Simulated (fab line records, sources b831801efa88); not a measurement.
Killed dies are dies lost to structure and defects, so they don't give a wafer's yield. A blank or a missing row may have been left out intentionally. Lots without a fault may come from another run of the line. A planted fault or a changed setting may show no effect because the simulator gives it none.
2 desks looking at one fault :: flow sky130 :: only its own numbers are on each desk; what lay behind them is given at the end

== THE METROLOGY DESK ==
Lot by lot, what the gauges showed, no matter which tool ran the lot: averages of those sampled wafers that carry a number. A lot is out of limits, marked OUT, if its mean lies more than 4 standard deviations from the usual mean; the brackets give that distance.
Columns: A = LDD_HVP_TW at SKY_LDD_HVP_TW_MEAS_10, usual 457; B = LDD_LDN_OVL at SKY_LDD_LDN_OVL_MEAS_07, usual 0.2 nm
lot: L412
first seen here: day 22 10:26
A: 452
B: 0.9

lot: L413
first seen here: day 23 07:38
A: 469
B: -0.4

lot: L419
first seen here: day 24 17:49
A: 469
B: -1.4

lot: L421
first seen here: day 25 14:11
A: 453
B: -0.7

lot: L428
first seen here: day 27 16:17
A: 451
B: -0.8

lot: L433
first seen here: day 29 12:24
A: 454
B: 0.2
This desk found nothing out of limits on any of the 6 lots.

== AT THE TOOL OWNER'S DESK: implanter-01 ==
For each lot that ran on this tool, the mean over its sampled wafers that have a number, from the tool's own readings at SKY_LDD_LDN_IMPLANT_09. A lot is out of limits, marked OUT, if its mean lies more than 4 standard deviations from the usual mean; the brackets give that distance.
Columns: A = dose_ions_cm2 at SKY_LDD_LDN_IMPLANT_09, usual 1.2502e+13; B = faraday_current_uA at SKY_LDD_LDN_IMPLANT_09, usual 70.6
lot: L412
first seen here: day 23 16:32
A: 1.2516e+13
B: 69.5

lot: L419
first seen here: day 25 23:45
A: 5.1610e+12 (-99 or more) OUT
B: 29.2 (-30) OUT

lot: L421
first seen here: day 26 19:31
A: 5.1503e+12 (-99 or more) OUT
B: 29.0 (-30) OUT
Finding of this desk: L419, L421 out of limits; the first was L419 at day 25 23:45, on dose_ions_cm2 at SKY_LDD_LDN_IMPLANT_09. L412: within limits.

== ALL TOGETHER ==
The tool owner's desk had the chance to raise an alarm at day 25 23:45 on L419, L421.
Nothing out of limits was seen by the metrology desk.
The metrology desk has L419, L421 on record, within its limits.
All the named lots went through SKY_LDD_LDN_IMPLANT_09 on implanter-01.

== WHAT THE SIMULATOR PUT IN ==
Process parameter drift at SKY_LDD_LDN_IMPLANT_09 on implanter-01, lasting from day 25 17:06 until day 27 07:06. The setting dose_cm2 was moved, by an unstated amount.
Struck lots among those shown: L419, L421.
Hours from the fault's start to each desk's first reading out of limits: the tool owner's desk, 7.
